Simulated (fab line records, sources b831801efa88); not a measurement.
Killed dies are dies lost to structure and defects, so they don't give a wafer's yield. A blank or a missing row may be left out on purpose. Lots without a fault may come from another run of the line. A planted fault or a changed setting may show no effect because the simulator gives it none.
A struck lot beside a sound one | flow sky130 | 15 steps out of a route of 708
Sound: wafers L143.2, L143.3, L143.5. Struck: wafer L156.5. (L156.1, L156.4 of the same lot were not struck and are left out.) The cause comes at the end.
At each step with rows: each side's tool, then ch and its chambers, then its first start. Under that, the readings that differ: sound wafers | struck wafers | difference of the means | sigmas: that difference in standard deviations of wafers without a fault.
alike: readings whose means differ by less than 2 such deviations, and words and numbers that are the same on both sides. not compared: withheld readings, readings that some wafer has no value for, bounds like >300 that may hide the same value, and numbers for which the record gives no deviation and whose values overlap.
The two part at a step that has a row with sigmas, a row that says differs or no value, or rows on one side only. Numbers that don't overlap but have no deviation are shown without sigmas and don't part them. A reading that every wafer of one side lacks parts them only if that side has two wafers or more.

first, 8 steps without rows for these wafers: SKY_FIELD_ISO_DEHYDRATE_05 (time 60 s); SKY_FIELD_ISO_HMDS_06 (prime time 60 s); SKY_FIELD_ISO_COAT_07 (resist thk 60 nm); SKY_FIELD_ISO_COAT_08 (resist thk 450 nm); SKY_FIELD_ISO_SOFTBAKE_09 (time 90 s); SKY_FIELD_ISO_EXPOSE_10 (exposes mask FOM, target cd 150 nm); SKY_FIELD_ISO_PEB_11; SKY_FIELD_ISO_DEVELOP_12 (develop time 60 s).
SKY_FIELD_ISO_CD_MEAS_13: target cd 150 nm.
  sound on cd_sem-02, day 2 03:59; struck on cd_sem-01, day 5 02:30
  alike: cd_nm
SKY_FIELD_ISO_ETCH_14: etches BARC in N2/H2, stops on SiO2, time 45.9 s, target depth 60 nm.
  sound on rie_diel-03 ch 1,2,3, day 2 04:05; struck on rie_diel-02 ch 1, day 5 02:37
  reading          | sound          | struck | difference | sigmas
  run_length_s (s) | 74.2 73.9 73.3 | 75.0   | +1.2       | +2
  alike: drypump_motor_current_A, oes_product_au, throttle_valve_pct
  not compared: rf_hours_counter_h
SKY_FIELD_ISO_ETCH_15: etches the open film in CHF3/O2, stops on Si, target depth 180 nm, time 72 s.
  sound on rie_diel-03 ch 1,2,3, day 2 04:08; struck on rie_diel-02 ch 1, day 5 02:40
  alike: drypump_motor_current_A, oes_product_au, run_length_s, throttle_valve_pct
  not compared: rf_hours_counter_h
SKY_FIELD_ISO_STRIP_16: strips in O2/N2.
  sound on plasma_asher-01 ch 0,1, day 2 04:11; struck on plasma_asher-04 ch 1, day 5 02:43
  alike: drypump_motor_current_A, oes_product_au, strip_time_to_endpoint_s
  not compared: rf_hours_counter_h
SKY_FIELD_ISO_ETCH_17: etches Si in HBr/Cl2/O2, target depth 342 nm, time 97.7 s.
  sound on rie_si-01 ch 1,2,3, day 2 04:17; struck on rie_si-01 ch 1, day 5 02:49
  reading                               | sound             | struck | difference | sigmas
  oes_product_au (a.u.)                 | 0.998 1.023 1.000 | 0.989  | -0.018     | -2
  run_length_s (s)                      | 126.4 125.6 125.6 | 130.7  | +4.8       | +12
  model.etch.depth_nm (nm)              | 343.6 349.3 343.2 | 355.7  | +10.3      |
  model.FIELD_ISO.feature_depth_nm (nm) | 343.6 349.3 343.2 | 355.7  | +10.3      |
  alike: drypump_motor_current_A, throttle_valve_pct
  not compared: rf_hours_counter_h
then, 1 step without rows for these wafers: SKY_FIELD_ISO_WET_ETCH_18 (etches Si3N4 in H3PO4, target depth 25 nm, time 286 s).
-- the record jumps here: 45 days lie between the struck wafers' starts before and after (it left off in module FIELD_ISO and takes up again in module PAD_OPEN, whose first step shown is number 708 of the route) --
SKY_PAD_OPEN_PROBE_99:
  sound on prober-02, day 44 18:47; struck on prober-01, day 50 02:41
  reading                                 | sound                        | struck    | difference | sigmas
  killed_short                            | 49 39 56                     | 33        | -15        | -2
  model.etest.res_p_drift_20v.line_ohm_um | 1.134e+04 1.176e+04 1.16e+04 | 1.116e+04 | -4.067e+02 |
  model.etest.res_p_drift_20v.rs_ohm_sq   | 9565 9962 9655               | 9414      | -313       |
  model.etest.res_iso_pwell.rs_ohm_sq     | 2873 3000 2928               | 3212      | +278       |
  model.etest.res_iso_pwell.line_ohm_um   | 1086 1139 1098               | 1202      | +94        |
  model.etest.res_nwell.rs_ohm_sq         | 1005 1040 1009               | 1002      | -16        |
  model.etest.cap_poly_to_well.c_af_um2   | 92.41 89.91 90.63            | 89.61     | -1.37      |
  model.etest.field_p.vt_v (V)            | -42.77 -43.95 -43.15         | -44.35    | -1.06      |
  alike: killed_at_M0_to_M3, killed_at_M4_up, killed_at_contacts, killed_at_front_end, killed_at_other, killed_dies, killed_on_rim, killed_open
  not compared: model.etest.pfet_16v.r_on_ohm_um

WHERE THEY PART
First at SKY_FIELD_ISO_ETCH_14; last, within this record, at SKY_PAD_OPEN_PROBE_99.

WHY: what the simulator had put in
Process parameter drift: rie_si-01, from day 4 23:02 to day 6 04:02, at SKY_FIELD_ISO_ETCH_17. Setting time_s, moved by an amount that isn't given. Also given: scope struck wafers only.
